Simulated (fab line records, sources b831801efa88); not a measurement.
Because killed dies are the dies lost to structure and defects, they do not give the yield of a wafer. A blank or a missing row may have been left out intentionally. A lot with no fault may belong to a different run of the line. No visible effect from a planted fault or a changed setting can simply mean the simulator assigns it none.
Which tool is to blame? :: flow sky130 :: 36 wafers from 12 lots sampled at 4 of the route's 708 steps

== WHAT THE GAUGES READ, wafer by wafer ==
SKY_LDD_N_OVL_MEAS_07.
lot: L899
measured: day 18 11:30
on: overlay-01
LDD_N_OVL (nm): -0.3 -1.6 1.5

lot: L900
measured: day 18 15:51
on: overlay-01
LDD_N_OVL (nm): -0.4 0.0 -1.5

lot: L903
measured: day 20 02:18
on: overlay-01
LDD_N_OVL (nm): 1.3 -0.1 0.6

lot: L904
measured: day 20 22:48
on: overlay-02
LDD_N_OVL (nm): -1.0 0.5 -0.5

lot: L905
measured: day 21 20:50
on: overlay-02
LDD_N_OVL (nm): 0.4 0.7 -1.8

lot: L908
measured: day 22 08:23
on: overlay-01
LDD_N_OVL (nm): 2.4 1.3 0.8

lot: L910
measured: day 23 12:37
on: overlay-01
LDD_N_OVL (nm): -0.3 -1.7 -1.3

lot: L915
measured: day 24 14:04
on: overlay-02
LDD_N_OVL (nm): 1.1 2.3 -0.7

lot: L916
measured: day 24 15:34
on: overlay-02
LDD_N_OVL (nm): 2.4 1.2 4.2

lot: L918
measured: day 25 06:54
on: overlay-02
LDD_N_OVL (nm): -0.9 1.7 0.9

lot: L919
measured: day 25 17:04
on: overlay-01
LDD_N_OVL (nm): -0.3 -1.8 -1.5

lot: L920
measured: day 25 20:51
on: overlay-01
LDD_N_OVL (nm): -0.7 -0.4 0.2

== WHAT TOOL EACH LOT RAN ON (gives the tool, then ch and the chambers of the sampled wafers, and finally the start) ==
lot: L899
SKY_GATE_OXIDE_STRIP_13: plasma asher-03 ch 0,1, day 14 13:29
SKY_POLY_GATE_ETCH_15: rie diel-03 ch 0,2,3, day 17 04:40
SKY_POLY_GATE_ETCH_16: rie diel-03 ch 0,2,3, day 17 04:46

lot: L900
SKY_GATE_OXIDE_STRIP_13: plasma asher-04 ch 0,1, day 14 18:53
SKY_POLY_GATE_ETCH_15: rie diel-04 ch 1,2, day 17 07:55
SKY_POLY_GATE_ETCH_16: rie diel-04 ch 1,2, day 17 08:00

lot: L903
SKY_GATE_OXIDE_STRIP_13: plasma asher-01 ch 0,1, day 16 01:15
SKY_POLY_GATE_ETCH_15: rie diel-01 ch 2,3, day 18 18:07
SKY_POLY_GATE_ETCH_16: rie diel-01 ch 2,3, day 18 18:12

lot: L904
SKY_GATE_OXIDE_STRIP_13: plasma asher-04 ch 0,1, day 16 19:38
SKY_POLY_GATE_ETCH_15: rie diel-03 ch 0,2,3, day 19 14:08
SKY_POLY_GATE_ETCH_16: rie diel-03 ch 0,2,3, day 19 14:13

lot: L905
SKY_GATE_OXIDE_STRIP_13: plasma asher-01 ch 0,1, day 17 18:02
SKY_POLY_GATE_ETCH_15: rie diel-04 ch 0,1,2, day 20 12:46
SKY_POLY_GATE_ETCH_16: rie diel-04 ch 0,1,2, day 20 12:51

lot: L908
SKY_GATE_OXIDE_STRIP_13: plasma asher-01 ch 0,1, day 18 06:35
SKY_POLY_GATE_ETCH_15: rie diel-03 ch 0,2,3, day 21 00:11
SKY_POLY_GATE_ETCH_16: rie diel-03 ch 0,2,3, day 21 00:16

lot: L910
SKY_GATE_OXIDE_STRIP_13: plasma asher-01 ch 0,1, day 19 10:09
SKY_POLY_GATE_ETCH_15: rie diel-04 ch 0,1, day 22 04:14
SKY_POLY_GATE_ETCH_16: rie diel-04 ch 0,1, day 22 04:19

lot: L915
SKY_GATE_OXIDE_STRIP_13: plasma asher-01 ch 0,1, day 20 09:21
SKY_POLY_GATE_ETCH_15: rie diel-03 ch 1,2, day 23 06:26
SKY_POLY_GATE_ETCH_16: rie diel-03 ch 1,2, day 23 06:31

lot: L916
SKY_GATE_OXIDE_STRIP_13: plasma asher-01 ch 0,1, day 20 14:55
SKY_POLY_GATE_ETCH_15: rie diel-03 ch 0,2,3, day 23 07:59
SKY_POLY_GATE_ETCH_16: rie diel-03 ch 0,2,3, day 23 08:04

lot: L918
SKY_GATE_OXIDE_STRIP_13: plasma asher-04 ch 0,1, day 21 05:56
SKY_POLY_GATE_ETCH_15: rie diel-04 ch 1,3, day 23 23:37
SKY_POLY_GATE_ETCH_16: rie diel-04 ch 1,3, day 23 23:42

lot: L919
SKY_GATE_OXIDE_STRIP_13: plasma asher-04 ch 0,1, day 21 14:50
SKY_POLY_GATE_ETCH_15: rie diel-04 ch 1,2,3, day 24 09:37
SKY_POLY_GATE_ETCH_16: rie diel-04 ch 1,2,3, day 24 09:42

lot: L920
SKY_GATE_OXIDE_STRIP_13: plasma asher-04 ch 0,1, day 21 19:14
SKY_POLY_GATE_ETCH_15: rie diel-01 ch 1,2,3, day 24 14:55
SKY_POLY_GATE_ETCH_16: rie diel-01 ch 1,2,3, day 24 15:00
- SKY_GATE_OXIDE_STRIP_13: strips in O2/N2.
- SKY_POLY_GATE_ETCH_15: etches BARC in N2/H2, stops on SiO2, time 118.5 s, target depth 110 nm.
- SKY_POLY_GATE_ETCH_16: etches Si3N4 in CH3F/O2, stops on poly-Si, time 147.5 s, target depth 75 nm.

== AS READ BY THE TOOLS THEMSELVES (means over the sampled wafers that have a number; for cases with no such wafer, the mark the record gives instead) ==
SKY_GATE_OXIDE_STRIP_13.
lot: L899
tool: plasma asher-03
drypump motor current A (A): 5.3
n2 flow sccm (sccm): 299.4
oes product au (a.u.): 0.716
strip time to endpoint s (s): 14.23

lot: L900
tool: plasma asher-04
drypump motor current A (A): 5.9
n2 flow sccm (sccm): 300.2
oes product au (a.u.): 0.713
strip time to endpoint s (s): 14.16

lot: L903
tool: plasma asher-01
drypump motor current A (A): 5.5
n2 flow sccm (sccm): 299.9
oes product au (a.u.): 0.717
strip time to endpoint s (s): 14.24

lot: L904
tool: plasma asher-04
drypump motor current A (A): 5.9
n2 flow sccm (sccm): 300.1
oes product au (a.u.): 0.715
strip time to endpoint s (s): 14.11

lot: L905
tool: plasma asher-01
drypump motor current A (A): 5.6
n2 flow sccm (sccm): 300.1
oes product au (a.u.): 0.717
strip time to endpoint s (s): 14.17

lot: L908
tool: plasma asher-01
drypump motor current A (A): 5.6
n2 flow sccm (sccm): 300.0
oes product au (a.u.): 0.715
strip time to endpoint s (s): 14.20

lot: L910
tool: plasma asher-01
drypump motor current A (A): 5.6
n2 flow sccm (sccm): 299.7
oes product au (a.u.): 0.715
strip time to endpoint s (s): 14.18

lot: L915
tool: plasma asher-01
drypump motor current A (A): 5.6
n2 flow sccm (sccm): 299.2
oes product au (a.u.): 0.719
strip time to endpoint s (s): 14.18

lot: L916
tool: plasma asher-01
drypump motor current A (A): 5.6
n2 flow sccm (sccm): 299.5
oes product au (a.u.): 0.715
strip time to endpoint s (s): 14.26

lot: L918
tool: plasma asher-04
drypump motor current A (A): 5.4
n2 flow sccm (sccm): 300.5
oes product au (a.u.): 0.713
strip time to endpoint s (s): 14.19

lot: L919
tool: plasma asher-04
drypump motor current A (A): 5.9
n2 flow sccm (sccm): 300.2
oes product au (a.u.): 0.712
strip time to endpoint s (s): 14.21

lot: L920
tool: plasma asher-04
drypump motor current A (A): 5.8
n2 flow sccm (sccm): 299.5
oes product au (a.u.): 0.720
strip time to endpoint s (s): 14.23

SKY_POLY_GATE_ETCH_15.
lot: L899
tool: rie diel-03
bias w (W): 100.1
drypump motor current A (A): 5.6
h2 flow sccm (sccm): 199.8
n2 flow sccm (sccm): 100.1
oes product au (a.u.): 0.718
throttle valve pct (%): 13.204

lot: L900
tool: rie diel-04
bias w (W): 99.9
drypump motor current A (A): 5.6
h2 flow sccm (sccm): 200.2
n2 flow sccm (sccm): 100.1
oes product au (a.u.): 0.721
throttle valve pct (%): 13.216

lot: L903
tool: rie diel-01
bias w (W): 100.0
drypump motor current A (A): 5.4
h2 flow sccm (sccm): 200.2
n2 flow sccm (sccm): 100.0
oes product au (a.u.): 0.716
throttle valve pct (%): 13.217

lot: L904
tool: rie diel-03
bias w (W): 99.9
drypump motor current A (A): 5.6
h2 flow sccm (sccm): 200.0
n2 flow sccm (sccm): 99.9
oes product au (a.u.): 0.721
throttle valve pct (%): 13.210

lot: L905
tool: rie diel-04
bias w (W): 99.6
drypump motor current A (A): 5.2
h2 flow sccm (sccm): 200.1
n2 flow sccm (sccm): 99.8
oes product au (a.u.): 0.715
throttle valve pct (%): 13.202

lot: L908
tool: rie diel-03
bias w (W): 99.9
drypump motor current A (A): 5.6
h2 flow sccm (sccm): 199.9
n2 flow sccm (sccm): 99.8
oes product au (a.u.): 0.716
throttle valve pct (%): 13.211

lot: L910
tool: rie diel-04
bias w (W): 100.2
drypump motor current A (A): 5.1
h2 flow sccm (sccm): 199.6
n2 flow sccm (sccm): 99.9
oes product au (a.u.): 0.716
throttle valve pct (%): 13.220

lot: L915
tool: rie diel-03
bias w (W): 96.2
drypump motor current A (A): 5.4
h2 flow sccm (sccm): 200.4
n2 flow sccm (sccm): 100.3
oes product au (a.u.): 0.713
throttle valve pct (%): 13.214

lot: L916
tool: rie diel-03
bias w (W): 96.7
drypump motor current A (A): 5.6
h2 flow sccm (sccm): 200.1
n2 flow sccm (sccm): 100.3
oes product au (a.u.): 0.720
throttle valve pct (%): 13.214

lot: L918
tool: rie diel-04
bias w (W): 100.3
drypump motor current A (A): 5.8
h2 flow sccm (sccm): 199.5
n2 flow sccm (sccm): 99.9
oes product au (a.u.): 0.717
throttle valve pct (%): 13.226

lot: L919
tool: rie diel-04
bias w (W): 100.2
drypump motor current A (A): 5.6
h2 flow sccm (sccm): 200.2
n2 flow sccm (sccm): 99.9
oes product au (a.u.): 0.716
throttle valve pct (%): 13.206

lot: L920
tool: rie diel-01
bias w (W): 100.0
drypump motor current A (A): 5.5
h2 flow sccm (sccm): 199.8
n2 flow sccm (sccm): 99.7
oes product au (a.u.): 0.711
throttle valve pct (%): 13.205

SKY_POLY_GATE_ETCH_16.
lot: L899
tool: rie diel-03
bias w (W): 80.14
drypump motor current A (A): 5.6
oes product au (a.u.): 0.642
throttle valve pct (%): 10.531

lot: L900
tool: rie diel-04
bias w (W): 79.98
drypump motor current A (A): 5.6
oes product au (a.u.): 0.639
throttle valve pct (%): 10.538

lot: L903
tool: rie diel-01
bias w (W): 80.16
drypump motor current A (A): 5.4
oes product au (a.u.): 0.639
throttle valve pct (%): 10.535

lot: L904
tool: rie diel-03
bias w (W): 79.98
drypump motor current A (A): 5.5
oes product au (a.u.): 0.645
throttle valve pct (%): 10.529

lot: L905
tool: rie diel-04
bias w (W): 79.84
drypump motor current A (A): 5.2
oes product au (a.u.): 0.639
throttle valve pct (%): 10.546

lot: L908
tool: rie diel-03
bias w (W): 79.98
drypump motor current A (A): 5.6
oes product au (a.u.): 0.642
throttle valve pct (%): 10.528

lot: L910
tool: rie diel-04
bias w (W): 80.13
drypump motor current A (A): 5.0
oes product au (a.u.): 0.639
throttle valve pct (%): 10.547

lot: L915
tool: rie diel-03
bias w (W): 80.07
drypump motor current A (A): 5.4
oes product au (a.u.): 0.639
throttle valve pct (%): 10.543

lot: L916
tool: rie diel-03
bias w (W): 79.96
drypump motor current A (A): 5.5
oes product au (a.u.): 0.632
throttle valve pct (%): 10.536

lot: L918
tool: rie diel-04
bias w (W): 79.77
drypump motor current A (A): 5.8
oes product au (a.u.): 0.640
throttle valve pct (%): 10.532

lot: L919
tool: rie diel-04
bias w (W): 80.15
drypump motor current A (A): 5.6
oes product au (a.u.): 0.643
throttle valve pct (%): 10.528

lot: L920
tool: rie diel-01
bias w (W): 79.89
drypump motor current A (A): 5.5
oes product au (a.u.): 0.639
throttle valve pct (%): 10.528

== THE ANSWER, worked out from the rows above alone ==
Rule: the lots themselves supply what counts as usual. Put in order of their means at a reading, lots are off if they are a third of the lots or fewer, leave a main group of 4 or more, and stand apart from it by a gap of 3 or more times the standard deviation of the main group's means; of several such gaps the widest counts. If all means in a main group match to the digits the tables above print for the reading, that group is not used. Also off: a lot with no number at a reading for which 4 or more lots have one. The other lots that the step has rows for count as sound. First the gauges in route order, then the tools' own readings, where a lot's mean is used as printed above. The first step at which some lot is off is used, and at that step the reading that is off furthest; a lot without a number counts as furthest.
Off: L915, L916, at SKY_POLY_GATE_ETCH_15 (bias w). For the main group the mean is 100.0 W and the standard deviation 0.19.
If a tool, at that step or one of the process steps before it, ran each lot that is off and ran no sound lot following the first of them, it fits. Can't be told from this: 2 tools fit, plasma asher-01 at SKY_GATE_OXIDE_STRIP_13, rie diel-03 at SKY_POLY_GATE_ETCH_15.

== WHAT THE SIMULATOR HAD PUT IN ==
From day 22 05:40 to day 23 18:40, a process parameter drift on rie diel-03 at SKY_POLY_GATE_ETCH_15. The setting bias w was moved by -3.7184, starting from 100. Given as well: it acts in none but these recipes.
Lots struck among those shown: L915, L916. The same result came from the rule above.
